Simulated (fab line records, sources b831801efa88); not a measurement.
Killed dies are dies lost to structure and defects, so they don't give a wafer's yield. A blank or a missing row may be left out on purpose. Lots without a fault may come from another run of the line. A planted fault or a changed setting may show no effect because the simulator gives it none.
Which tool did it? | flow sky130 | 6 lots, 18 wafers sampled, at 1 step of a route of 708

WHAT THE GAUGES READ, wafer by wafer
SKY_VIA4_OVL_MEAS_11.
lot  | measured     | on         | VIA4_OVL (nm)
L698 | day 42 21:18 | overlay-02 | 0.5 -0.9 -0.8
L701 | day 43 16:37 | overlay-01 | -1.5 -0.2 -0.7
L705 | day 44 17:44 | overlay-02 | 2.9 -2.0 1.6
L707 | day 45 09:47 | overlay-01 | 3.7 1.6 0.0
L710 | day 47 15:43 | overlay-02 | 0.6 -0.8 -0.3
L716 | day 47 22:34 | overlay-02 | -0.1 0.2 1.5

WHICH TOOL RAN EACH LOT (tool, then ch and the chambers of the sampled wafers, then the start)
The record holds no process step before these readings.

THE ANSWER, worked out from the rows above alone
Rule: what is usual is taken from the lots themselves. Put in order of their means at a reading, lots are off if they are a third of the lots or fewer, leave a main group of 4 or more, and stand apart from it by a gap of 3 or more times the standard deviation of the main group's means; of several such gaps the widest counts. A main group whose means are all the same, to the digits that the tables above print for the reading, isn't used. A lot without any number at a reading at which 4 lots or more have one is off too. The other lots that the step has rows for count as sound.
No lot is off at any reading shown: from this, nothing can be told.

WHAT THE SIMULATOR HAD PUT IN
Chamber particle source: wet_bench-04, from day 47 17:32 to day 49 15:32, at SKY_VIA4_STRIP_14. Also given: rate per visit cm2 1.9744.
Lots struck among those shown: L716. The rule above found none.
